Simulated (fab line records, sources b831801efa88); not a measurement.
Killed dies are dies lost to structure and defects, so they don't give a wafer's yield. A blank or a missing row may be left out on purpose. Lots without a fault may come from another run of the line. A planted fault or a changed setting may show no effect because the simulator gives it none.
Which tool did it? | flow sky130 | 12 lots, 36 wafers sampled, at 5 steps of a route of 708

WHAT THE GAUGES READ, wafer by wafer
SKY_FIELD_ISO_THK_MEAS_02. Usual: FIELD_ISO_OXIDATION_00_THK 12.25 nm, standard deviation 0.23.
lot  | measured    | on            | FIELD_ISO_OXIDATION_00_THK (nm) | flag
L113 | day 1 13:13 | film_metro-04 | 11.86 12.08 11.82               |
L114 | day 1 17:21 | film_metro-04 | 12.72 12.80 12.85               |
L115 | day 1 22:54 | film_metro-03 | 12.11 11.98 12.04               |
L116 | day 2 03:06 | film_metro-01 | 12.57 12.28 12.44               |
L117 | day 2 08:25 | film_metro-01 | 12.24 12.07 11.96               |
L123 | day 3 14:10 | film_metro-03 | 12.28 12.18 11.85               |
L124 | day 4 01:07 | film_metro-03 | 12.05 12.05 12.11               |
L127 | day 4 12:19 | film_metro-01 | 12.45 12.27 12.39               |
L128 | day 4 22:19 | film_metro-01 | 12.51 12.61 12.50               |
L129 | day 4 22:20 | film_metro-04 | 12.50 12.14 12.29               |
L132 | day 5 18:49 | film_metro-01 | 11.97 12.07 11.96               |
L134 | day 6 03:10 | film_metro-04 | 12.21 12.34 12.01               |

SKY_VT_ADJUST_HVTR_CD_MEAS_07: target cd 380 nm. Usual: cd_nm 379.1 nm, standard deviation 2.1.
lot  | measured     | on        | cd_nm (nm)        | flag
L113 | day 9 05:10  | cd_sem-01 | 377.8 375.9 378.0 |
L114 | day 9 18:29  | cd_sem-01 | 381.1 377.4 377.9 |
L115 | day 10 03:27 | cd_sem-01 | 378.0 379.4 377.5 |
L116 | day 10 05:46 | cd_sem-01 | 377.5 380.5 381.5 |
L117 | day 10 19:07 | cd_sem-02 | 376.8 378.2 378.5 |
L123 | day 13 05:34 | cd_sem-01 | 379.9 380.4 380.2 |
L124 | day 14 07:37 | cd_sem-02 | 382.7 383.6 381.7 |
L127 | day 14 17:23 | cd_sem-02 | 378.7 378.4 379.4 |
L128 | day 15 00:28 | cd_sem-02 | 376.2 376.3 377.4 |
L129 | day 14 23:16 | cd_sem-01 | 378.9 380.8 380.7 |
L132 | day 15 17:38 | cd_sem-01 | 379.2 380.4 380.1 |
L134 | day 16 06:23 | cd_sem-02 | 381.9 382.0 383.1 |

WHICH TOOL RAN EACH LOT (tool, then ch and the chambers of the sampled wafers, then the start)
lot  | SKY_DNWELL_STRIP_08                 | SKY_NWELL_COAT_18                 | SKY_NWELL_STRIP_25
L113 | plasma_asher-01 ch 0,1, day 3 04:29 | litho_track-04 ch 0, day 4 19:56  | plasma_asher-03 ch 0,1, day 5 04:46
L114 | plasma_asher-04 ch 0,1, day 3 11:40 | litho_track-04 ch 0, day 5 04:02  | plasma_asher-03 ch 0,1, day 5 12:55
L115 | plasma_asher-04 ch 0,1, day 3 19:07 | litho_track-02 ch 0, day 5 10:25  | plasma_asher-03 ch 0,1, day 5 19:52
L116 | plasma_asher-02 ch 0,1, day 3 19:28 | litho_track-04 ch 0, day 5 12:26  | plasma_asher-01 ch 0,1, day 5 21:46
L117 | plasma_asher-01 ch 0,1, day 4 09:25 | litho_track-04 ch 0, day 6 02:35  | plasma_asher-01 ch 1, day 6 10:52
L123 | plasma_asher-04 ch 0,1, day 5 21:23 | litho_track-01 ch 0, day 7 21:28  | plasma_asher-01 ch 0,1, day 8 08:52
L124 | plasma_asher-04 ch 0,1, day 6 15:28 | litho_track-01 ch 0, day 8 18:11  | plasma_asher-03 ch 0,1, day 9 05:30
L127 | plasma_asher-01 ch 0,1, day 6 22:49 | litho_track-02 ch 0, day 9 04:31  | plasma_asher-03 ch 0,1, day 9 15:46
L128 | plasma_asher-04 ch 0,1, day 7 04:52 | litho_track-04 ch 0, day 9 09:26  | plasma_asher-01 ch 0,1, day 9 21:32
L129 | plasma_asher-01 ch 0,1, day 7 04:23 | litho_track-02 ch 0, day 9 08:55  | plasma_asher-03 ch 0,1, day 9 20:41
L132 | plasma_asher-01 ch 0,1, day 7 17:20 | litho_track-04 ch 0, day 9 22:41  | plasma_asher-01 ch 0,1, day 10 10:06
L134 | plasma_asher-01 ch 1, day 8 02:28   | litho_track-04 ch 0, day 10 09:16 | plasma_asher-04 ch 0,1, day 10 20:49
- SKY_DNWELL_STRIP_08: strips in O2/N2.
- SKY_NWELL_COAT_18: resist thk 3000 nm.
- SKY_NWELL_STRIP_25: strips in O2/N2.

WHAT THE TOOLS THEMSELVES READ (means of the sampled wafers that have a number; where no wafer has one, the mark that the record gives instead)
SKY_DNWELL_STRIP_08. Usual: drypump_motor_current_A 5.4 A, standard deviation 0.38; oes_product_au 0.722 a.u., standard deviation 0.0049; strip_time_to_endpoint_s 36.93 s, standard deviation 0.13.
lot  | tool            | drypump_motor_current_A (A) | oes_product_au (a.u.) | strip_time_to_endpoint_s (s) | flag
L113 | plasma_asher-01 | 5.2                         | 0.721                 | 36.90                        |
L114 | plasma_asher-04 | 5.4                         | 0.723                 | 36.76                        |
L115 | plasma_asher-04 | 5.6                         | 0.721                 | 36.98                        |
L116 | plasma_asher-02 | 5.8                         | 0.724                 | 37.17                        |
L117 | plasma_asher-01 | 5.2                         | 0.723                 | 36.87                        |
L123 | plasma_asher-04 | 5.4                         | 0.722                 | 36.88                        |
L124 | plasma_asher-04 | 5.4                         | 0.727                 | 36.81                        |
L127 | plasma_asher-01 | 5.2                         | 0.725                 | 36.99                        |
L128 | plasma_asher-04 | 5.6                         | 0.725                 | 36.71                        |
L129 | plasma_asher-01 | 5.2                         | 0.726                 | 36.93                        |
L132 | plasma_asher-01 | 5.2                         | 0.722                 | 36.96                        |
L134 | plasma_asher-01 | 5.7                         | 0.724                 | 37.18                        |

SKY_NWELL_STRIP_25. Usual: drypump_motor_current_A 5.5 A, standard deviation 0.46; oes_product_au 0.722 a.u., standard deviation 0.0046; strip_time_to_endpoint_s 36.96 s, standard deviation 0.11.
lot  | tool            | drypump_motor_current_A (A) | oes_product_au (a.u.) | strip_time_to_endpoint_s (s) | flag
L113 | plasma_asher-03 | 5.6                         | 0.720                 | 37.00                        |
L114 | plasma_asher-03 | 5.9                         | 0.722                 | 36.90                        |
L115 | plasma_asher-03 | 5.6                         | 0.723                 | 36.84                        |
L116 | plasma_asher-01 | 5.5                         | 0.721                 | 36.84                        |
L117 | plasma_asher-01 | 5.7                         | 0.719                 | 37.02                        |
L123 | plasma_asher-01 | 5.4                         | 0.723                 | 39.22                        | OFF
L124 | plasma_asher-03 | 5.6                         | 0.722                 | 39.01                        | OFF
L127 | plasma_asher-03 | 5.6                         | 0.722                 | 36.80                        |
L128 | plasma_asher-01 | 5.4                         | 0.720                 | 36.89                        |
L129 | plasma_asher-03 | 5.9                         | 0.722                 | 36.90                        |
L132 | plasma_asher-01 | 5.2                         | 0.719                 | 37.18                        |
L134 | plasma_asher-04 | 5.4                         | 0.723                 | 37.04                        |

THE ANSWER, worked out from the rows above alone
Rule: a lot is off if the mean of its wafers that have a number lies more than 3 standard deviations from the usual mean. A lot without any number at a reading at which 4 lots or more have one is off too. The other lots that the step has rows for count as sound. The gauges are gone through in route order, then the tools' own readings, and for those a lot's mean is taken as printed above. The first step at which some lot is off is used, and at that step the reading that is off furthest; a lot without a number counts as furthest.
Off: L123, L124, at SKY_NWELL_STRIP_25 (strip_time_to_endpoint_s).
A tool fits if, at that step or a process step before it, it ran every lot that is off, and no sound lot after the first of them. One fits: litho_track-01 at SKY_NWELL_COAT_18. It ran no sound lot before its first lot that is off in this sample, so the start can't be narrowed down.

WHAT THE SIMULATOR HAD PUT IN
Process parameter drift: litho_track-01, from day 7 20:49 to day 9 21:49, at SKY_NWELL_COAT_18. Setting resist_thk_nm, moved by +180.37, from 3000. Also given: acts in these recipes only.
Lots struck among those shown: L123, L124. The rule above found the same.
